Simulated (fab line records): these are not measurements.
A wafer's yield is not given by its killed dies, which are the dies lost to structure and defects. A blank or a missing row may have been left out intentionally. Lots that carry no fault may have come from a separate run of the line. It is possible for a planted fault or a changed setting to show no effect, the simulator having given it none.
fab line records	flow gf180mcu	part 2 of 2: steps 24 to 32 of 32
[record] lots = 5	wafers = 15	last-day = 32
route steps=602 shown NWELL@47 LVPWELL@54 MVSD@66 MVPSD@78
lots that met no fault: taken from a fault-free run of the same line
start-h: the number of hours between the record's first day and the start of the first shown wafer of the lot	wait-h: hours from the lot's prior step to this one	" repeats the value in the row above	L1.1+2: a single row standing in for several wafers	- no value, or no start was given	* or withheld: withheld	< > ~ a bound
route shown NAME@n: a module of which the file shows steps, and the number in the route of the first	usual: average and standard deviation across the fault-free wafers	same: alike in all rows	chamber/n: place in a boat	sites: the reading at each site	_std_site: standard deviation of those values	_edge_site: the outer-site mean with the inner-site mean subtracted	radius-mm: how far each site lies from the wafer's centre	mask NAME#n: copy n	behind: tool/chamber where the wafer was last shaped	hold: what put the lot on hold/how long, in hours/how the hold closed	device: the n, p or np transistor that did not switch	end of line: tests run on the same wafers once the route is complete	a step without rows: its recipe alone	killed: dies lost to structure and defects at the first sort, not the wafer's yield	map: dies across one wafer; x = killed, . = not, _ = none there
set.NAME: setting as actually run; set.NAME@STEP: the setting as run at that earlier step	model.NAME: the simulator's own value behind a step, which no gauge read
lots at selected steps of the route; one table per step, one row per wafer
services: when a tool's chamber went out of use (start-h, in hours from the record's first day, below 0 if earlier), for how many hours, and the reason
[[steps]]
[step GF_MVSD_EXPOSE_04]
[recipe] mask-id = MVSD	target-cd-nm = 1000	na = 0.6	source-shape = conventional	sigma-outer = 0.6	dose-mj = 260
[usual] reticle-temp-C = 23.04/0.11
lot.wafer	tool	chamber	start-h	wait-h	mask	reticle-temp-C
L074.3	iline-stepper-02	0	-	-	MVSD#0	23.16
L074.4	"	0	"	"	MVSD#0	22.93
L074.6	"	0	"	"	MVSD#0	23.06
L080.1	iline-stepper-02	0	-	-	MVSD#0	23.15
L080.3	"	0	"	"	MVSD#0	23.18
L080.6	"	0	"	"	MVSD#0	22.88
L083.2	iline-stepper-02	0	-	-	MVSD#0	22.88
L083.3	"	0	"	"	MVSD#0	22.84
L083.5	"	0	"	"	MVSD#0	22.92
L087.1	iline-stepper-02	0	-	-	MVSD#0	23.14
L087.3	"	0	"	"	MVSD#0	23.13
L087.6	"	0	"	"	MVSD#0	23.07
L089.1	iline-stepper-01	0	-	-	MVSD#0	23.16
L089.4	"	0	"	"	MVSD#0	23.05
L089.6	"	0	"	"	MVSD#0	23.16
[step GF_MVSD_PEB_05]
[recipe] temp-c = 115	time-s = withheld
[usual] chill-plate-temp-C = 23.01/0.1
lot.wafer	tool	chamber	start-h	wait-h	chill-plate-temp-C
L074.3	litho-track-04	0	-	-	23.13
L074.4	"	0	"	"	23.19
L074.6	"	0	"	"	23.17
L080.1	litho-track-03	0	-	-	22.81
L080.3	"	0	"	"	22.83
L080.6	"	0	"	"	22.98
L083.2	litho-track-03	0	-	-	22.95
L083.3	"	0	"	"	22.72
L083.5	"	0	"	"	22.84
L087.1	litho-track-04	0	-	-	23.09
L087.3	"	0	"	"	22.97
L087.6	"	0	"	"	22.94
L089.1	litho-track-03	0	-	-	23.03
L089.4	"	0	"	"	23.11
L089.6	"	0	"	"	22.99
[step GF_MVSD_DEVELOP_06]
[recipe] wall-angle-deg = 90	develop-time-s = 60	dev-temp-c = 23
[usual] chill-plate-temp-C = 22.98/0.099
lot.wafer	tool	chamber	start-h	wait-h	chill-plate-temp-C
L074.3	litho-track-04	0	-	-	22.93
L074.4	"	0	"	"	22.98
L074.6	"	0	"	"	22.96
L080.1	litho-track-03	0	-	-	22.69
L080.3	"	0	"	"	22.97
L080.6	"	0	"	"	23.17
L083.2	litho-track-03	0	-	-	23.07
L083.3	"	0	"	"	23.08
L083.5	"	0	"	"	22.94
L087.1	litho-track-04	0	-	-	23.26
L087.3	"	0	"	"	23.19
L087.6	"	0	"	"	23.03
L089.1	litho-track-03	0	-	-	22.91
L089.4	"	0	"	"	22.83
L089.6	"	0	"	"	22.76
[step GF_MVSD_OVL_MEAS_07]
[usual] MVSD_OVL = -0.5/1.2
lot.wafer	tool	chamber	start-h	wait-h	MVSD_OVL[nm]
L074.3	overlay-02	-	84.83	-	-3.0
L074.4	"	-	"	"	-1.6
L074.6	"	-	"	"	-0.8
L080.1	overlay-01	-	117.33	-	-0.5
L080.3	"	-	"	"	0.6
L080.6	"	-	"	"	1.2
L083.2	overlay-01	-	134.54	-	-0.4
L083.3	"	-	"	"	-1.4
L083.5	"	-	"	"	1.4
L087.1	overlay-01	-	156.16	-	1.6
L087.3	"	-	"	"	2.7
L087.6	"	-	"	"	0.9
L089.1	overlay-02	-	167.53	-	0.4
L089.4	"	-	"	"	0.6
L089.6	"	-	"	"	0.5
[step GF_MVSD_IMPLANT_08]
[recipe] species = P	energy-kev = 400	dose-cm2 = 1.6e+13	tilt-deg = 0
[usual] beam-energy-keV = 400.00/0.15	faraday-current-uA = 90.3/1.8
lot.wafer	tool	chamber	start-h	wait-h	beam-energy-keV	faraday-current-uA
L074.3	implanter-03	0	84.90	0.1	400.19	88.4
L074.4	"	0	"	"	400.04	88.4
L074.6	"	0	"	"	400.22	87.9
L080.1	implanter-04	0	117.37	0.0	400.17	92.0
L080.3	"	0	"	"	400.00	92.4
L080.6	"	0	"	"	399.99	93.1
L083.2	implanter-01	0	134.59	0.0	399.97	93.0
L083.3	"	0	"	"	399.99	89.9
L083.5	"	0	"	"	399.85	90.2
L087.1	implanter-04	0	156.20	0.0	399.82	87.8
L087.3	"	0	"	"	400.01	88.3
L087.6	"	0	"	"	399.94	91.3
L089.1	implanter-04	0	167.57	0.0	400.03	89.9
L089.4	"	0	"	"	400.05	93.2
L089.6	"	0	"	"	399.99	91.6
[step GF_MVSD_IMPLANT_09]
[recipe] species = P	energy-kev = 100	dose-cm2 = 5e+12	tilt-deg = 0
[usual] beam-energy-keV = 100.00/0.027	faraday-current-uA = 28.3/0.55
lot.wafer	tool	chamber	start-h	wait-h	beam-energy-keV	faraday-current-uA
L074.3	implanter-03	0	85.05	0.1	100.00	28.2
L074.4	"	0	"	"	99.989	28.8
L074.6	"	0	"	"	99.990	28.4
L080.1	implanter-04	0	117.52	0.1	99.995	27.1
L080.3	"	0	"	"	99.993	27.8
L080.6	"	0	"	"	100.01	27.8
L083.2	implanter-01	0	134.74	0.1	100.03	28.4
L083.3	"	0	"	"	100.08	27.4
L083.5	"	0	"	"	99.992	27.6
L087.1	implanter-04	0	156.35	0.1	99.985	29.5
L087.3	"	0	"	"	99.961	28.2
L087.6	"	0	"	"	99.979	28.3
L089.1	implanter-04	0	167.72	0.1	99.999	28.8
L089.4	"	0	"	"	99.991	28.7
L089.6	"	0	"	"	100.01	27.1
[step GF_MVSD_STRIP_10]
[recipe] chemistry = O2/N2	power-w = 1400	pressure-mtorr = 1500	platen-temp-c = 250	o2-flow-sccm = 3000	n2-flow-sccm = 300	overash-fraction = 0.5
[usual] chamber-pressure-mTorr = 1499.9/1.3	drypump-motor-current-A = 5.56/0.29	heater-power-w = 349/24	oes-product-au = 0.722/0.0044	strip-time-to-endpoint-s = 36.93/0.12
lot.wafer	tool	chamber	start-h	wait-h	chamber-pressure-mTorr	drypump-motor-current-A	heater-power-w	oes-product-au	rf-hours-counter-h	strip-time-to-endpoint-s
L074.3	plasma-asher-01	0	85.18	0.1	1500.3	5.86	389	0.725	-	36.89
L074.4	"	1	"	"	1502.1	5.51	370	0.722	-	36.81
L074.6	"	1	"	"	1498.4	5.53	363	0.718	-	36.80
L080.1	plasma-asher-03	0	117.67	0.1	1501.3	5.84	344	0.725	31	37.21
L080.3	"	1	"	"	1501.9	5.25	336	0.723	-	37.19
L080.6	"	1	"	"	1501.3	5.26	328	0.726	-	37.20
L083.2	plasma-asher-01	1	134.87	0.1	1501.7	5.54	367	0.725	51	36.79
L083.3	"	0	"	"	1498.2	5.89	375	0.719	-	36.84
L083.5	"	0	"	"	1499.9	5.88	377	0.724	-	36.78
L087.1	plasma-asher-01	1	156.50	0.1	1500.2	5.55	361	0.718	53	36.90
L087.3	"	0	"	"	1498.4	5.87	388	0.720	-	36.92
L087.6	"	0	"	"	1498.5	5.87	386	0.723	-	36.90
L089.1	plasma-asher-03	1	167.87	0.1	1502.0	5.26	325	0.724	36	36.98
L089.4	"	1	"	"	1500.9	5.27	326	0.723	-	36.96
L089.6	"	0	"	"	1500.1	5.86	340	0.722	-	36.94
[step GF_MVSD_TW_MEAS_11]
[usual] MVSD_TW = 1589/11
lot.wafer	tool	chamber	start-h	wait-h	MVSD_TW
L074.3	film-metro-04	-	85.27	0.1	1605
L074.4	"	-	"	"	1600
L074.6	"	-	"	"	1606
L080.1	film-metro-04	-	117.77	0.1	1598
L080.3	"	-	"	"	1603
L080.6	"	-	"	"	1603
L083.2	film-metro-01	-	134.98	0.1	1573
L083.3	"	-	"	"	1578
L083.5	"	-	"	"	1572
L087.1	film-metro-02	-	156.62	0.1	1576
L087.3	"	-	"	"	1584
L087.6	"	-	"	"	1578
L089.1	film-metro-04	-	167.97	0.1	1590
L089.4	"	-	"	"	1592
L089.6	"	-	"	"	1601
[step GF_MVPSD_DEHYDRATE_00]
[recipe] temp-c = 200	time-s = 60
[usual] chill-plate-temp-C = 23.00/0.11
lot.wafer	tool	chamber	start-h	wait-h	chill-plate-temp-C
L074.3	litho-track-01	0	91.79	6.5	22.98
L074.4	"	0	"	"	23.02
L074.6	"	0	"	"	23.02
L080.1	litho-track-02	0	124.66	6.9	22.86
L080.3	"	0	"	"	22.86
L080.6	"	0	"	"	22.74
L083.2	litho-track-01	0	141.67	6.7	22.83
L083.3	"	0	"	"	22.89
L083.5	"	0	"	"	22.96
L087.1	litho-track-02	0	163.76	7.1	22.98
L087.3	"	0	"	"	23.03
L087.6	"	0	"	"	23.04
L089.1	litho-track-02	0	175.06	7.1	22.80
L089.4	"	0	"	"	22.82
L089.6	"	0	"	"	22.80
[[services]]
tool	chamber	start-h	hours	kind
plasma-asher-03	-	34.95	4.3	pm
iline-stepper-01	-	35.16	8.9	pm
implanter-01	-	35.71	1.2	repair
implanter-03	-	37.46	3.4	repair
iline-stepper-02	-	45.48	0.6	repair
implanter-01	-	54.88	67.1	pm
implanter-02	-	67.20	5.4	pm
iline-stepper-01	0	67.67	-	calibration
iline-stepper-01	-	82.83	10.1	repair
iline-stepper-02	-	92.89	1.7	pm
iline-stepper-02	-	99.50	2.1	pm
iline-stepper-02	-	101.58	-	consumable-replace:lamp
plasma-asher-02	-	108.75	9.0	pm
plasma-asher-02	0	108.75	9.0	vent-cycle
plasma-asher-02	1	108.75	9.0	vent-cycle
iline-stepper-02	0	116.63	-	calibration
plasma-asher-02	0	117.75	-	clean
plasma-asher-02	1	117.75	-	clean
iline-stepper-02	-	152.63	8.4	repair
implanter-03	-	159.43	0.8	repair
iline-stepper-01	-	166.53	3.6	repair
implanter-01	-	166.71	3.2	repair
